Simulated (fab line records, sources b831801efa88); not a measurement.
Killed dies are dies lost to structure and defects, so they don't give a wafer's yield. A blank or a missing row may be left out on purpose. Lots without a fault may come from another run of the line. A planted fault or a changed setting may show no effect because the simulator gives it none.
A struck lot beside a sound one | flow sky130 | 16 steps out of a route of 708
Sound: wafers L719.1, L719.5, L719.6. Struck: wafer L730.5. (L730.1 of the same lot was not struck and is left out.) The cause comes at the end.
At each step with rows: each side's tool, then ch and its chambers, then its first start. Under that, the readings that differ: sound wafers | struck wafers | difference of the means | sigmas: that difference in standard deviations of wafers without a fault.
alike: readings whose means differ by less than 2 such deviations, and words and numbers that are the same on both sides. not compared: withheld readings, readings that some wafer has no value for, bounds like >300 that may hide the same value, and numbers for which the record gives no deviation and whose values overlap.
The two part at a step that has a row with sigmas, a row that says differs or no value, or rows on one side only. Numbers that don't overlap but have no deviation are shown without sigmas and don't part them. A reading that every wafer of one side lacks parts them only if that side has two wafers or more.

first, 2 steps without rows for these wafers: SKY_VT_ADJUST_PCH_PEB_05; SKY_VT_ADJUST_PCH_DEVELOP_06 (develop time 60 s).
SKY_VT_ADJUST_PCH_OVL_MEAS_07:
  sound on overlay-02, day 13 06:58; struck on overlay-01, day 16 12:21
  reading                | sound       | struck | difference | sigmas
  VT_ADJUST_PCH_OVL (nm) | 1.4 3.8 2.4 | -0.3   | -2.8       | -2
then, 1 step without rows for these wafers: SKY_VT_ADJUST_PCH_IMPLANT_08.
SKY_VT_ADJUST_PCH_STRIP_09: strips in O2/N2.
  sound on plasma_asher-02 ch 0,1, day 13 07:10; struck on plasma_asher-01 ch 0, day 16 12:32
  reading                      | sound             | struck | difference | sigmas
  strip_time_to_endpoint_s (s) | 37.05 37.02 37.07 | 36.81  | -0.24      | -2
  alike: drypump_motor_current_A, oes_product_au
  not compared: rf_hours_counter_h
SKY_VT_ADJUST_PCH_TW_MEAS_10:
  sound on film_metro-02, day 13 07:16; struck on film_metro-04, day 16 12:38
  reading          | sound             | struck | difference | sigmas
  VT_ADJUST_PCH_TW | 143.1 142.5 142.0 | 144.3  | +1.8       | +2
then, 6 steps without rows for these wafers: SKY_SONOS_TUNNEL_DEHYDRATE_00 (time 60 s); SKY_SONOS_TUNNEL_HMDS_01 (prime time 60 s); SKY_SONOS_TUNNEL_COAT_02 (resist thk 1140 nm); SKY_SONOS_TUNNEL_SOFTBAKE_03 (time 60 s); SKY_SONOS_TUNNEL_EXPOSE_04 (exposes mask TUNM, target cd 410 nm); SKY_SONOS_TUNNEL_PEB_05.
SKY_SONOS_TUNNEL_DEVELOP_06: develop time 60 s.
  sound on litho_track-01 ch 0, day 14 08:43; struck on litho_track-04 ch 0, day 17 17:13
SKY_SONOS_TUNNEL_CD_MEAS_07: target cd 410 nm.
  sound on cd_sem-01, day 14 08:52; struck on cd_sem-01, day 17 17:22
  reading    | sound             | struck | difference | sigmas
  cd_nm (nm) | 408.3 405.9 407.2 | 422.9  | +15.8      | +7
SKY_SONOS_TUNNEL_OVL_MEAS_08:
  sound on overlay-01, day 14 08:59; struck on overlay-02, day 17 17:29
  alike: SONOS_TUNNEL_OVL
then, 1 step without rows for these wafers: SKY_PAD_OPEN_PROBE_99.

WHERE THEY PART
First at SKY_VT_ADJUST_PCH_OVL_MEAS_07; last, within this record, at SKY_SONOS_TUNNEL_CD_MEAS_07. Later steps at which nothing parts them and some readings are alike: SKY_SONOS_TUNNEL_OVL_MEAS_08.

WHY: what the simulator had put in
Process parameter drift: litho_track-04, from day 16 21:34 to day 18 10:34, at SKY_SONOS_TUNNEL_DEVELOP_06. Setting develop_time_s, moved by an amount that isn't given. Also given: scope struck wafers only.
